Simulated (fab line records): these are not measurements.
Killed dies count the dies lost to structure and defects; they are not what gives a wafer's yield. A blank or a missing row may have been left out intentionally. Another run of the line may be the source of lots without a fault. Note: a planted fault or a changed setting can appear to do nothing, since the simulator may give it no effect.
Which tool did it?    flow gf180mcu    Sampling: 11 lots, 33 wafers, 7 of 602 route steps

WHAT THE GAUGES READ, wafer by wafer
GF_PSD_TW_MEAS_11. Usual: PSD_TW gives 3170 (standard deviation 25).
lot   measured      on             PSD_TW          flag
L597  day 15 17:49  film_metro-03  3144 3120 3151  
L599  day 16 17:16  film_metro-04  3193 3210 3190  
L604  day 18 03:43  film_metro-03  2868 2874 2895  OFF
L605  day 18 11:22  film_metro-04  3208 3207 3214  
L606  day 18 19:31  film_metro-03  2871 2883 2864  OFF
L609  day 20 08:31  film_metro-01  3186 3191 3182  
L611  day 20 20:58  film_metro-01  3181 3167 3171  
L613  day 21 13:37  film_metro-01  3180 3187 3155  
L614  day 21 18:30  film_metro-01  3178 3184 3184  
L615  day 22 08:34  film_metro-03  3162 3146 3150  
L617  day 22 21:06  film_metro-04  3196 3195 3184  

GF_PSD_RS_MEAS_15: the measuring method here is four-point-probe. Usual: PSD_RS gives 108.57 ohm/sq (standard deviation 0.27).
lot   measured      on             PSD_RS (ohm/sq)       flag
L597  day 15 18:08  film_metro-03  108.37 108.99 108.52  
L599  day 16 17:40  film_metro-03  108.92 108.59 109.24  
L604  day 18 04:06  film_metro-03  125.42 125.50 126.25  OFF
L605  day 18 11:41  film_metro-03  108.67 108.40 108.67  
L606  day 18 19:50  film_metro-04  126.04 126.01 126.17  OFF
L609  day 20 08:50  film_metro-03  108.79 108.67 108.49  
L611  day 20 21:17  film_metro-04  108.38 108.91 108.66  
L613  day 21 13:56  film_metro-04  108.61 108.32 108.46  
L614  day 21 18:49  film_metro-04  108.29 108.42 108.24  
L615  day 22 08:53  film_metro-04  107.78 108.42 108.82  
L617  day 22 21:26  film_metro-04  109.09 108.97 108.73  

GF_CONTACT_THK_MEAS_03. Usual: CONTACT_CVD_02_THK gives 865 nm (standard deviation 14).
lot   measured      on             CONTACT_CVD_02_THK (nm)  flag
L597  day 16 18:18  film_metro-02  860 878 887              
L599  day 17 18:49  film_metro-04  861 857 878              
L604  day 19 05:59  film_metro-02  842 859 852              
L605  day 19 13:14  film_metro-01  862 856 865              
L606  day 19 21:58  film_metro-02  855 873 866              
L609  day 21 10:47  film_metro-04  862 874 873              
L611  day 21 22:22  film_metro-01  875 870 869              
L613  day 22 15:34  film_metro-04  870 882 883              
L614  day 22 20:30  film_metro-04  871 864 853              
L615  day 23 09:50  film_metro-01  871 882 898              
L617  day 23 21:32  film_metro-04  874 890 899              

EACH LOT AND THE TOOL THAT RAN IT (in order: tool; ch and the chambers of the sampled wafers; start)
lot   GF_PSD_IMPLANT_09                GF_PSD_STRIP_10                       GF_SAB_ETCH_11                      GF_SALICIDE_RTA_06
L597  implanter-04 ch 0, day 15 17:35  plasma_asher-02 ch 1, day 15 17:42    rie_diel-01 ch 1,2, day 16 17:08    rtp_anneal-01 ch 0, day 16 17:44
L599  implanter-01 ch 0, day 16 17:02  plasma_asher-02 ch 0,1, day 16 17:09  rie_diel-04 ch 1,3, day 17 17:39    rtp_anneal-01 ch 0, day 17 18:14
L604  implanter-01 ch 0, day 18 03:28  plasma_asher-01 ch 0,1, day 18 03:37  rie_diel-04 ch 0,1,3, day 19 04:57  rtp_anneal-01 ch 0, day 19 05:31
L605  implanter-04 ch 0, day 18 11:07  plasma_asher-02 ch 0,1, day 18 11:16  rie_diel-01 ch 1,2,3, day 19 12:12  rtp_anneal-02 ch 0, day 19 12:46
L606  implanter-01 ch 0, day 18 19:16  plasma_asher-04 ch 0,1, day 18 19:24  rie_diel-03 ch 0,3, day 19 20:53    rtp_anneal-02 ch 0, day 19 21:29
L609  implanter-02 ch 0, day 20 08:16  plasma_asher-02 ch 0,1, day 20 08:25  rie_diel-01 ch 1,2,3, day 21 09:44  rtp_anneal-02 ch 0, day 21 10:19
L611  implanter-04 ch 0, day 20 20:43  plasma_asher-04 ch 0,1, day 20 20:52  rie_diel-04 ch 1,2,3, day 21 21:20  rtp_anneal-02 ch 0, day 21 21:55
L613  implanter-04 ch 0, day 21 13:23  plasma_asher-04 ch 0,1, day 21 13:31  rie_diel-01 ch 0,1,2, day 22 14:29  rtp_anneal-01 ch 0, day 22 15:06
L614  implanter-04 ch 0, day 21 18:15  plasma_asher-02 ch 0,1, day 21 18:24  rie_diel-04 ch 1,2,3, day 22 19:28  rtp_anneal-02 ch 0, day 22 20:02
L615  implanter-02 ch 0, day 22 08:19  plasma_asher-02 ch 0,1, day 22 08:27  rie_diel-03 ch 0,1,2, day 23 08:35  rtp_anneal-01 ch 0, day 23 09:16
L617  implanter-04 ch 0, day 22 20:53  plasma_asher-04 ch 0,1, day 22 21:00  rie_diel-01 ch 1,2,3, day 23 20:29  rtp_anneal-02 ch 0, day 23 21:06
- GF_PSD_IMPLANT_09
- GF_PSD_STRIP_10: strips in O2/N2.
- GF_SAB_ETCH_11: etches SiO2 in C4F8/O2/Ar, target depth 55 nm, time 8.5 s.
- GF_SALICIDE_RTA_06: time 30 s.

AS READ BY THE TOOLS THEMSELVES (means over the sampled wafers that have a number; for cases with no such wafer, the mark the record gives instead)
GF_PSD_IMPLANT_09. Usual: beam_energy_keV 40.002, standard deviation 0.013; tilt_deg 7.000 degrees, standard deviation 0.02.
lot   tool          beam_energy_keV  tilt_deg (degrees)  flag
L597  implanter-04  40.013           6.964               
L599  implanter-01  39.992           6.992               
L604  implanter-01  28.919           7.004               OFF
L605  implanter-04  39.996           7.022               
L606  implanter-01  28.916           6.999               OFF
L609  implanter-02  39.990           7.030               
L611  implanter-04  40.005           6.986               
L613  implanter-04  40.008           6.999               
L614  implanter-04  39.994           7.010               
L615  implanter-02  40.000           7.004               
L617  implanter-04  40.012           7.026               

GF_PSD_STRIP_10. Usual: drypump_motor_current_A 5.8 A, standard deviation 0.35; heater_power_w 344 W, standard deviation 22; o2_flow_sccm 2999 sccm, standard deviation 8.9; oes_product_au 0.591 a.u., standard deviation 0.0045; platen_temp_c 250.03 C, standard deviation 0.18; strip_time_to_endpoint_s 16.52 s, standard deviation 0.045.
lot   tool             drypump_motor_current_A (A)  heater_power_w (W)  o2_flow_sccm (sccm)  oes_product_au (a.u.)  platen_temp_c (C)  strip_time_to_endpoint_s (s)  flag
L597  plasma_asher-02  5.7                          346                 3002                 0.590                  250.18             16.50                         
L599  plasma_asher-02  5.7                          340                 2993                 0.593                  250.06             16.55                         
L604  plasma_asher-01  6.1                          320                 3003                 0.613                  249.95             15.52                         OFF
L605  plasma_asher-02  5.7                          343                 3002                 0.593                  249.76             16.57                         
L606  plasma_asher-04  5.9                          374                 2997                 0.615                  249.89             15.45                         OFF
L609  plasma_asher-02  5.8                          339                 2992                 0.590                  249.97             16.45                         
L611  plasma_asher-04  6.0                          354                 2994                 0.591                  250.21             16.50                         
L613  plasma_asher-04  5.9                          378                 2996                 0.592                  249.79             16.54                         
L614  plasma_asher-02  5.8                          345                 3006                 0.590                  250.03             16.51                         
L615  plasma_asher-02  5.8                          336                 3010                 0.591                  249.95             16.53                         
L617  plasma_asher-04  5.9                          362                 3009                 0.592                  249.86             16.54                         

GF_SAB_ETCH_11. Usual: oes_product_au at 1.005 a.u., with a standard deviation of 0.015.
lot   tool         oes_product_au (a.u.)  flag
L597  rie_diel-01  1.008                  
L599  rie_diel-04  1.026                  
L604  rie_diel-04  1.002                  
L605  rie_diel-01  0.994                  
L606  rie_diel-03  1.014                  
L609  rie_diel-01  0.994                  
L611  rie_diel-04  1.018                  
L613  rie_diel-01  1.001                  
L614  rie_diel-04  1.021                  
L615  rie_diel-03  0.997                  
L617  rie_diel-01  0.986                  

GF_SALICIDE_RTA_06. Usual: anneal_temp_c_max 533.3, standard deviation 0.93; lamp_power_pct 5.74 %, standard deviation 0.27; wafer_temp_C_max 532.8, standard deviation 0.57.
lot   tool           anneal_temp_c_max  lamp_power_pct (%)  wafer_temp_C_max  flag
L597  rtp_anneal-01  532.9              6.01                532.6             
L599  rtp_anneal-01  532.6              6.01                532.9             
L604  rtp_anneal-01  532.7              6.01                532.2             
L605  rtp_anneal-02  534.0              5.47                532.8             
L606  rtp_anneal-02  533.3              5.47                532.7             
L609  rtp_anneal-02  533.6              5.47                533.2             
L611  rtp_anneal-02  534.3              5.47                533.2             
L613  rtp_anneal-01  531.8              6.01                532.8             
L614  rtp_anneal-02  534.0              5.47                533.0             
L615  rtp_anneal-01  532.4              6.01                532.6             
L617  rtp_anneal-02  534.6              5.47                533.0             

THE ANSWER, worked out from the rows above alone
Rule: a lot counts as off when the mean over its wafers that have a number is more than 3 standard deviations away from the usual mean. Also off: a lot with no number at a reading for which 4 or more lots have one. The other lots that the step has rows for count as sound. The gauges are gone through in route order, then the tools' own readings, and for those a lot's mean is taken as printed above. The first step at which some lot is off is used, and at that step the reading that is off furthest; a lot without a number counts as furthest.
Off: at GF_PSD_TW_MEAS_11 (PSD_TW), L604, L606.
A tool fits if, at a process step before that reading, it ran every lot that is off, and no sound lot after the first of them. The gauges at GF_PSD_TW_MEAS_11 aren't tried: what is off there is off at GF_PSD_IMPLANT_09 too, on other tools, and a gauge's error can't cause that. One candidate fits, namely implanter-01 at GF_PSD_IMPLANT_09. Its last sound lot is L599 (day 16 17:02), its first lot that is off L604 (day 18 03:28): a fault that began between those two fits.
The tool's own readings at GF_PSD_IMPLANT_09 bear it out: on the lots that are off they differ by more than 5 times the standard deviation of the sound lots' means. beam_energy_keV reads 28.918 there against 40.001 on the sound lots.

WHAT THE SIMULATOR HAD PUT IN
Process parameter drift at GF_PSD_IMPLANT_09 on implanter-01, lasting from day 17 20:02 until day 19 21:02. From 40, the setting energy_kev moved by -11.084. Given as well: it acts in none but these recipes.
Struck lots among those shown: L604, L606. The rule above found the same.
